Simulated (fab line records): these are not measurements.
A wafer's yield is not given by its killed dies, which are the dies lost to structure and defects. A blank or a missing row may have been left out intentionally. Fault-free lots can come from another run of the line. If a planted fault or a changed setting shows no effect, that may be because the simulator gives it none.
fab line records	flow sky130
record lots=12	wafers=36	last_day=50
route steps=708 shown FIELD_ISO@26 VT_ADJUST_HVTP@94 VT_ADJUST_LVTN@106 VT_ADJUST_HVTR@141 PAD_OPEN@708
lots that met no fault: taken from a fault-free run of the same line
start_h: hours from the record's first day to the start of the lot's first wafer shown	wait_h: hours from the lot's prior step to this one	" repeats the value in the row above	L1.1+2: one row covering several wafers at once	- value missing, or start not given	* or withheld: withheld	< > ~ a bound
route shown NAME@n: names a module that has steps shown in the file, with the first one's number in the route	usual: average and standard deviation across the fault-free wafers	same: alike in all rows	chamber/n: place in a boat	sites: per-site readings	_std_site: their standard deviation	_edge_site: inner sites' mean taken away from outer sites' mean	radius_mm: how far each site lies from the wafer's centre	mask NAME#n: copy n	behind: the most recent tool/chamber to have shaped the wafer	hold: what put the lot on hold/how long, in hours/how the hold closed	device: names the non-switching transistor (n, p or np)	end of line: tests of these same wafers at the route's end	step lacking rows: just its recipe	killed: count of dies lost to structure and defects at first sort (not the wafer's yield)	map: a wafer's dies, marking killed ones x, the rest . and places with no die _
set.NAME: the setting the step ran with; set.NAME@STEP: the setting that earlier step ran with	model.NAME: the simulator's own value behind a step, which no gauge read
steps of the route over a sample of lots; a table a step, a row a wafer
services: the hour from which a tool's chamber was out of use, counted from the record's first day as start_h (under 0 if before that day), plus the number of hours and why
## steps
# step SKY_FIELD_ISO_THK_MEAS_25
# recipe reads=SiO2_of_FIELD_ISO_CVD_24
# usual FIELD_ISO_CVD_24_THK=598/6.6
lot.wafer	tool	chamber	start_h	wait_h	FIELD_ISO_CVD_24_THK[nm]
L663.2	film_metro-01	-	29.18	0.1	595
L663.3	"	-	"	"	596
L663.4	"	-	"	"	595
L664.2	film_metro-03	-	36.54	0.0	593
L664.3	"	-	"	"	608
L664.6	"	-	"	"	605
L665.3	film_metro-03	-	40.27	0.1	601
L665.5	"	-	"	"	600
L665.6	"	-	"	"	593
L669.1	film_metro-01	-	60.16	0.0	605
L669.3	"	-	"	"	598
L669.5	"	-	"	"	605
L670.1	film_metro-01	-	67.13	0.0	597
L670.2	"	-	"	"	598
L670.3	"	-	"	"	604
L679.1	film_metro-01	-	114.05	0.0	596
L679.2	"	-	"	"	599
L679.6	"	-	"	"	598
L680.1	film_metro-03	-	119.50	0.0	602
L680.2	"	-	"	"	598
L680.5	"	-	"	"	599
L681.1	film_metro-02	-	126.49	0.0	599
L681.2	"	-	"	"	602
L681.6	"	-	"	"	591
L682.2	film_metro-03	-	133.98	0.0	596
L682.5	"	-	"	"	589
L682.6	"	-	"	"	598
L683.1	film_metro-01	-	138.78	0.0	604
L683.2	"	-	"	"	596
L683.4	"	-	"	"	596
L684.3	film_metro-03	-	140.16	0.1	600
L684.5	"	-	"	"	590
L684.6	"	-	"	"	605
L686.2	film_metro-03	-	151.80	0.0	599
L686.3	"	-	"	"	597
L686.4	"	-	"	"	596
# step SKY_VT_ADJUST_HVTP_IMPLANT_09
# recipe species=As	energy_kev=150	dose_cm2=4.3e+12	tilt_deg=withheld
# usual beam_energy_keV=150.00/0.042
lot.wafer	tool	chamber	start_h	wait_h	beam_energy_keV
L663.2	implanter-03	0	114.70	0.0	150.01
L663.3	"	0	"	"	149.99
L663.4	"	0	"	"	150.02
L664.2	implanter-02	0	125.20	0.0	149.97
L664.3	"	0	"	"	149.94
L664.6	"	0	"	"	149.96
L665.3	implanter-03	0	133.46	0.1	150.07
L665.5	"	0	"	"	150.03
L665.6	"	0	"	"	150.06
L669.1	implanter-02	0	157.73	0.0	157.26
L669.3	"	0	"	"	157.30
L669.5	"	0	"	"	157.25
L670.1	implanter-02	0	166.70	0.0	157.31
L670.2	"	0	"	"	157.35
L670.3	"	0	"	"	157.23
L679.1	implanter-04	0	220.68	0.0	150.04
L679.2	"	0	"	"	150.03
L679.6	"	0	"	"	150.06
L680.1	implanter-03	0	225.47	0.0	150.04
L680.2	"	0	"	"	149.96
L680.5	"	0	"	"	150.05
L681.1	implanter-04	0	233.13	0.0	150.05
L681.2	"	0	"	"	150.00
L681.6	"	0	"	"	150.00
L682.2	implanter-03	0	244.09	0.0	149.95
L682.5	"	0	"	"	149.98
L682.6	"	0	"	"	150.02
L683.1	implanter-04	0	248.57	0.0	150.03
L683.2	"	0	"	"	149.98
L683.4	"	0	"	"	149.99
L684.3	implanter-02	0	253.13	0.1	150.00
L684.5	"	0	"	"	149.98
L684.6	"	0	"	"	149.95
L686.2	implanter-02	0	267.24	0.0	149.96
L686.3	"	0	"	"	150.00
L686.4	"	0	"	"	150.02
# step SKY_VT_ADJUST_LVTN_STRIP_09
# recipe chemistry=O2/N2	power_w=1400	pressure_mtorr=1500	platen_temp_c=withheld	o2_flow_sccm=3000	n2_flow_sccm=300	overash_fraction=0.5
# usual drypump_motor_current_A=5.7/0.48	o2_flow_sccm=3000/9.6	oes_product_au=0.723/0.0048	strip_time_to_endpoint_s=36.92/0.1
lot.wafer	tool	chamber	start_h	wait_h	drypump_motor_current_A	o2_flow_sccm	oes_product_au	rf_hours_counter_h	strip_time_to_endpoint_s
L663.2	plasma_asher-03	0	134.20	0.1	6.2	2995	0.721	44	36.70
L663.3	"	1	"	"	6.2	3011	0.724	-	36.75
L663.4	"	0	"	"	6.2	2999	0.718	-	36.69
L664.2	plasma_asher-03	0	145.35	0.1	6.2	3005	0.727	45	36.82
L664.3	"	0	"	"	6.2	3011	0.717	-	36.95
L664.6	"	0	"	"	6.2	3014	0.733	-	36.82
L665.3	plasma_asher-02	1	152.34	0.1	5.1	2993	0.726	-	37.05
L665.5	"	1	"	"	5.1	2991	0.720	-	37.02
L665.6	"	0	"	"	5.8	3016	0.724	-	37.02
L669.1	plasma_asher-01	1	177.70	0.1	4.9	3001	0.724	6	36.90
L669.3	"	1	"	"	4.9	2993	0.721	-	36.83
L669.5	"	1	"	"	4.9	3020	0.717	-	37.06
L670.1	plasma_asher-03	0	186.90	0.1	6.2	3012	0.734	50	36.81
L670.2	"	1	"	"	6.2	3007	0.731	50	36.87
L670.3	"	0	"	"	6.2	3014	0.718	-	36.76
L679.1	plasma_asher-02	0	243.00	0.1	5.9	2998	0.722	54	36.85
L679.2	"	1	"	"	5.1	3003	0.725	54	36.78
L679.6	"	0	"	"	5.9	2995	0.715	-	36.82
L680.1	plasma_asher-03	1	247.61	0.1	6.2	2980	0.727	56	37.13
L680.2	"	0	"	"	6.2	2990	0.731	56	37.06
L680.5	"	0	"	"	6.2	2998	0.725	-	37.08
L681.1	plasma_asher-03	1	256.50	0.1	6.2	2991	0.732	57	36.92
L681.2	"	0	"	"	6.2	2994	0.726	57	36.93
L681.6	"	1	"	"	6.2	2996	0.721	-	36.90
L682.2	plasma_asher-01	0	267.86	0.1	5.8	2998	0.721	14	36.83
L682.5	"	1	"	"	4.9	2984	0.725	-	37.00
L682.6	"	0	"	"	5.8	3002	0.717	-	36.94
L683.1	plasma_asher-01	1	273.01	0.1	4.9	2987	0.708	15	36.95
L683.2	"	0	"	"	5.8	3003	0.720	15	36.94
L683.4	"	0	"	"	5.8	3011	0.728	-	36.89
L684.3	plasma_asher-03	0	277.34	0.1	6.2	3005	0.719	-	36.89
L684.5	"	1	"	"	6.2	3004	0.716	-	36.98
L684.6	"	0	"	"	6.2	2997	0.723	-	36.98
L686.2	plasma_asher-01	0	292.21	0.1	5.8	3002	0.715	16	36.84
L686.3	"	0	"	"	5.8	3010	0.730	-	36.89
L686.4	"	1	"	"	4.9	2987	0.722	-	36.82
# step SKY_VT_ADJUST_HVTR_STRIP_10
# recipe chemistry=O2/N2	power_w=1400	pressure_mtorr=1500	platen_temp_c=withheld	o2_flow_sccm=3000	n2_flow_sccm=300	overash_fraction=0.5
# usual drypump_motor_current_A=6.0/0.43	o2_flow_sccm=2999/9	oes_product_au=0.715/0.0049	strip_time_to_endpoint_s=14.01/0.036
lot.wafer	tool	chamber	start_h	wait_h	drypump_motor_current_A	o2_flow_sccm	oes_product_au	rf_hours_counter_h	strip_time_to_endpoint_s
L663.2	plasma_asher-04	0	194.12	0.1	5.8	3005	0.717	40	13.98
L663.3	"	1	"	"	6.4	3018	0.704	-	13.98
L663.4	"	0	"	"	5.7	2997	0.720	-	13.97
L664.2	plasma_asher-04	1	205.38	0.1	6.4	3001	0.715	41	14.01
L664.3	"	0	"	"	5.8	2984	0.715	-	14.00
L664.6	"	1	"	"	6.4	2996	0.714	-	14.00
L665.3	plasma_asher-03	1	213.05	0.1	6.2	2988	0.719	-	14.01
L665.5	"	1	"	"	6.2	3003	0.716	-	14.02
L665.6	"	0	"	"	6.2	2995	0.722	-	13.99
L669.1	plasma_asher-03	1	241.57	0.1	6.2	3000	0.721	55	14.01
L669.3	"	1	"	"	6.2	3006	0.721	-	13.99
L669.5	"	0	"	"	6.2	3010	0.714	-	14.04
L670.1	plasma_asher-04	1	252.94	0.1	6.4	2994	0.719	46	13.97
L670.2	"	0	"	"	5.7	2996	0.721	46	14.04
L670.3	"	0	"	"	5.7	3004	0.728	-	14.01
L679.1	plasma_asher-01	0	317.22	0.1	5.8	2993	0.717	19	13.98
L679.2	"	1	"	"	4.9	3003	0.714	19	14.01
L679.6	"	0	"	"	5.8	3015	0.712	-	13.98
L680.1	plasma_asher-04	0	323.77	0.1	5.8	3000	0.703	52	14.02
L680.2	"	1	"	"	6.4	2984	0.713	52	14.04
L680.5	"	1	"	"	6.4	2998	0.713	-	14.04
L681.1	plasma_asher-01	0	332.58	0.1	5.8	2991	0.725	21	14.03
L681.2	"	1	"	"	4.9	2997	0.714	21	14.01
L681.6	"	1	"	"	4.9	3006	0.714	-	14.01
L682.2	plasma_asher-03	0	345.58	0.1	6.2	2987	0.721	66	14.06
L682.5	"	0	"	"	6.2	2987	0.713	-	14.05
L682.6	"	1	"	"	6.2	3006	0.712	-	14.00
L683.1	plasma_asher-04	0	351.57	0.1	5.8	2983	0.722	56	14.01
L683.2	"	1	"	"	6.3	2985	0.720	56	14.02
L683.4	"	1	"	"	6.4	2991	0.717	-	14.01
L684.3	plasma_asher-04	1	358.41	0.1	6.4	3003	0.719	-	13.96
L684.5	"	1	"	"	6.3	2997	0.720	-	13.94
L684.6	"	0	"	"	5.7	2998	0.727	-	13.92
L686.2	plasma_asher-03	1	373.42	0.1	6.2	2988	0.729	69	13.97
L686.3	"	1	"	"	6.2	3007	0.723	-	14.01
L686.4	"	0	"	"	6.2	3008	0.717	-	13.98
# step SKY_PAD_OPEN_PROBE_99
# usual killed_at_M0_to_M3=43/7	killed_at_M4_up=3.0/1.9	killed_at_contacts=24/4.6	killed_at_front_end=15/4.1	killed_at_other=0.3/0.52	killed_dies=84/9.7	killed_open=46/6.9	killed_short=38/6.8
# same gross_dies=492	killed_at_back_side=0
lot.wafer	tool	chamber	start_h	wait_h	killed_at_M0_to_M3	killed_at_M4_up	killed_at_contacts	killed_at_front_end	killed_at_other	killed_dies	killed_open	killed_short
L679.1	prober-02	-	1167.98	0.1	45	3	24	12	1	85	46	36
L679.2	prober-02	-	1168.03	0.1	53	5	33	16	0	107	57	48
L679.6	prober-02	-	1168.23	0.2	54	2	20	12	0	88	48	39
L683.1	prober-02	-	1185.17	0.1	42	3	30	16	1	92	57	33
L683.2	prober-02	-	1185.22	0.1	37	1	22	10	0	70	43	27
L683.4	prober-02	-	1185.32	0.2	35	1	18	13	1	68	47	21
L684.3	prober-01	-	1188.63	0.2	32	3	22	8	2	67	37	29
L684.5	prober-01	-	1188.73	0.2	45	0	31	18	0	94	55	39
L684.6	prober-01	-	1188.78	0.2	29	8	22	9	0	68	34	34
# killed by level:class
L679.1 CONTACT:geometric_particle:open=10 VIA2:geometric_particle:open=10 VIA1:geometric_particle:open=9 VIA3:geometric_particle:short=7 CONTACT:geometric_particle:short=6 FIELD_ISO:geometric_particle:short=5 LI_CONTACT:geometric_particle:open=5 VIA3:geometric_particle:open=5
L679.2 LI_CONTACT:geometric_particle:open=13 VIA1:geometric_particle:open=9 VIA3:geometric_particle:open=9 VIA2:geometric_particle:short=8 CONTACT:geometric_particle:open=7 METAL1:geometric_particle:short=6 VIA2:geometric_particle:open=6 CONTACT:geometric_particle:short=5
L679.6 VIA1:geometric_particle:open=13 VIA3:geometric_particle:open=9 LI_CONTACT:geometric_particle:open=9 VIA1:geometric_particle:short=7 CONTACT:geometric_particle:open=6 METAL1:geometric_particle:short=6 VIA2:geometric_particle:short=5 VIA3:geometric_particle:short=5
L683.1 VIA1:geometric_particle:open=14 CONTACT:geometric_particle:open=10 LI_CONTACT:geometric_particle:open=9 VIA3:geometric_particle:open=8 POLY_GATE:geometric_particle:short=6 LOCAL_INTERCONNECT:geometric_particle:short=6 VIA2:geometric_particle:open=5 METAL2:geometric_particle:short=4
L683.2 VIA1:geometric_particle:open=12 LI_CONTACT:geometric_particle:open=9 VIA3:geometric_particle:open=9 CONTACT:geometric_particle:open=5 FIELD_ISO:geometric_particle:open=4 CONTACT:geometric_particle:short=4 METAL2:geometric_particle:short=4 METAL3:geometric_particle:short=4
L683.4 VIA1:geometric_particle:open=13 CONTACT:geometric_particle:open=9 POLY_GATE:geometric_particle:open=5 LI_CONTACT:geometric_particle:open=5 METAL2:geometric_particle:short=5 VIA2:geometric_particle:open=4 VIA3:geometric_particle:open=4 FIELD_ISO:geometric_particle:open=2
L684.3 CONTACT:geometric_particle:open=9 VIA1:geometric_particle:open=7 VIA2:geometric_particle:open=5 VIA3:geometric_particle:open=5 CONTACT:geometric_particle:short=4 VIA1:geometric_particle:short=4 FIELD_ISO:geometric_particle:open=3 LI_CONTACT:geometric_particle:open=3
L684.5 CONTACT:geometric_particle:open=12 VIA3:geometric_particle:open=8 FIELD_ISO:geometric_particle:open=7 VIA1:geometric_particle:open=7 LI_CONTACT:geometric_particle:open=6 VIA2:geometric_particle:open=6 LOCAL_INTERCONNECT:geometric_particle:short=5 VIA2:geometric_particle:short=5
L684.6 CONTACT:geometric_particle:open=8 METAL2:geometric_particle:short=7 LI_CONTACT:geometric_particle:open=6 VIA1:geometric_particle:open=5 METAL4:geometric_particle:short=5 VIA2:geometric_particle:short=4 POLY_GATE:geometric_particle:open=3 LOCAL_INTERCONNECT:geometric_particle:short=3
## services
tool	chamber	start_h	hours	kind
implanter-03	-	97.69	1.9	repair
plasma_asher-01	-	108.83	9.0	pm
plasma_asher-01	0	108.83	9.0	vent_cycle
plasma_asher-01	1	108.83	9.0	vent_cycle
implanter-04	-	112.45	3.4	pm
plasma_asher-02	-	115.81	1.1	repair
plasma_asher-01	0	117.83	-	clean
plasma_asher-01	1	117.83	-	clean
plasma_asher-01	-	151.88	0.8	repair
implanter-03	-	156.87	23.3	pm
plasma_asher-04	-	225.61	1.2	repair
implanter-02	-	246.95	2.9	repair
implanter-03	-	262.09	2.5	repair
implanter-04	-	265.25	5.8	pm
plasma_asher-04	-	269.71	2.5	repair
plasma_asher-02	-	317.14	23.7	repair
plasma_asher-01	-	336.10	2.2	repair
plasma_asher-03	-	347.84	1.4	repair
implanter-04	-	364.19	2.5	repair
implanter-03	-	368.64	1.1	repair
## key
first_sign step=SKY_VT_ADJUST_HVTP_IMPLANT_09	reading=beam_energy_keV	direction=up	sigmas=99+	usual=*	struck=*
effect none on later readings
met_at SKY_VT_ADJUST_HVTP_IMPLANT_09
struck_lots L669,L670
tester_left_out L669,L670
not_acting_at SKY_FIELD_ISO_THK_MEAS_25,SKY_VT_ADJUST_LVTN_STRIP_09,SKY_VT_ADJUST_HVTR_STRIP_10
onset_between 125.20 157.73
fault kind=process_parameter_drift	tool=implanter-02	chamber=-	onset_h=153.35	steps=SKY_VT_ADJUST_HVTP_IMPLANT_09	channel=energy_kev	offset=*	shape=step	end_h=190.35	acts_in=*	stated=*
# tester_left_out: of these lots the tester's yield and bins aren't shown, on N5 and GAA mostly nor the transistor test; their killed dies are dies lost to structure and defects alone, not to doping, threshold or leakage, so they don't give the yield
